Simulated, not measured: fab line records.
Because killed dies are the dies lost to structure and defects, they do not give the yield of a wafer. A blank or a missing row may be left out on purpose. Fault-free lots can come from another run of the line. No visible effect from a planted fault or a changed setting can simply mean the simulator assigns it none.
Chamber matching | flow sky130 | SKY_LI_CONTACT_CMP_24 on cmp-01: 4 sister chambers
The step polishes, stops on PSG, t overpolish 20 s, target thk 0 nm. 4 wafers are shown with their chamber, then 12 later ones without.

== WAFERS, EACH WITH ITS CHAMBER ==
wafer  | chamber | motor current A (A)
L083.2 | 0       | 9.6
L086.1 | 3       | 10.0
L087.2 | 1       | 9.9
L087.5 | 2       | 12.8

== WAFERS WITHOUT THEIR CHAMBER ==
wafer  | motor current A (A)
L089.2 | 8.9
L089.5 | 9.4
L089.6 | 10.3
L091.3 | 9.3
L091.4 | 13.2
L091.5 | 12.8
L094.1 | 8.9
L094.3 | 12.6
L094.6 | 9.1
L097.1 | 10.1
L097.2 | 13.3
L097.5 | 9.5

== CHAMBER TAKEN BY EACH ==
wafer  | from the rows above          | in truth
L089.2 | can't be placed: 0 or 1 or 3 | 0
L089.5 | can't be placed: 0 or 1 or 3 | 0
L089.6 | can't be placed: 3 or 1 or 0 | 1
L091.3 | can't be placed: 0 or 1 or 3 | 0
L091.4 | 2                            | 2
L091.5 | 2                            | 2
L094.1 | can't be placed: 0 or 1 or 3 | 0
L094.3 | 2                            | 2
L094.6 | can't be placed: 0 or 1 or 3 | 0
L097.1 | can't be placed: 3 or 1 or 0 | 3
L097.2 | 2                            | 2
L097.5 | can't be placed: 0 or 1 or 3 | 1
Correct placement for 4 of the 12. Can't be placed from these rows: 8 (the true chamber is among the candidates in 8). Number placed wrongly: 0.
How it was worked out, from the rows above alone: a wafer's distance from a chamber is the root of the sum, over the readings, of the square of ((its reading less the chamber's mean) divided by the reading's scatter). The wafer belongs to the nearest chamber; if the next one is less than 2 further off, it can't be placed. For every chamber, the mean is computed from those of its wafers that are shown. The scatter: with one shown wafer a chamber, the root of the mean of the squares of how far each hidden wafer lies from its nearest shown one.
